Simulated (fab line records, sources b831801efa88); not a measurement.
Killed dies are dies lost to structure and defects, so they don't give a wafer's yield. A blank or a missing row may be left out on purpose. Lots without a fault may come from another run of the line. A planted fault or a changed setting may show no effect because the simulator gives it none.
Chamber matching | flow sky130 | SKY_LI_CONTACT_CMP_24 on cmp-02: 4 sister chambers
The step polishes, stops on PSG, t overpolish 20 s, target thk 0 nm. 8 wafers are shown with their chamber, then 7 later ones without.

WAFERS WITH THEIR CHAMBER
wafer  | chamber | motor_current_A (A) | time_to_endpoint_s (s)
L413.1 | 2       | 11.0                | 95
L415.3 | 3       | 11.0                | 101
L415.5 | 1       | 11.9                | 102
L418.1 | 1       | 11.4                | 105
L418.3 | 0       | 10.0                | 94
L418.5 | 3       | 11.1                | 105
L419.1 | 2       | 10.7                | 103
L419.2 | 0       | 9.3                 | 96

WAFERS WITHOUT THEIR CHAMBER
wafer  | motor_current_A (A) | time_to_endpoint_s (s)
L419.6 | 11.6                | 109
L424.4 | 11.6                | 97
L424.5 | 10.5                | 100
L424.6 | 11.2                | 105
L428.3 | 10.6                | 105
L428.4 | 10.9                | 97
L428.5 | 11.4                | 104

WHICH CHAMBER EACH WENT THROUGH
wafer  | from the rows above          | in truth
L419.6 | can't be placed: 1 or 3      | 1
L424.4 | can't be placed: 1 or 2 or 3 | 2
L424.5 | can't be placed: 2 or 3 or 0 | 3
L424.6 | can't be placed: 3 or 1 or 2 | 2
L428.3 | can't be placed: 3 or 2 or 1 | 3
L428.4 | can't be placed: 2 or 3      | 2
L428.5 | can't be placed: 1 or 3 or 2 | 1
Placed correctly: 0 of 7. Can't be placed from these rows: 7 (the true chamber is among the candidates in 7). Placed wrongly: 0.
How it was worked out, from the rows above alone: a wafer's distance from a chamber is the root of the sum, over the readings, of the square of ((its reading less the chamber's mean) divided by the reading's scatter). The wafer belongs to the nearest chamber; if the next one is less than 2 further off, it can't be placed. A chamber's mean is the mean of its shown wafers. The scatter: the root of (the sum of the squares of (reading less its chamber's mean) over the shown wafers, divided by (wafers less chambers)).
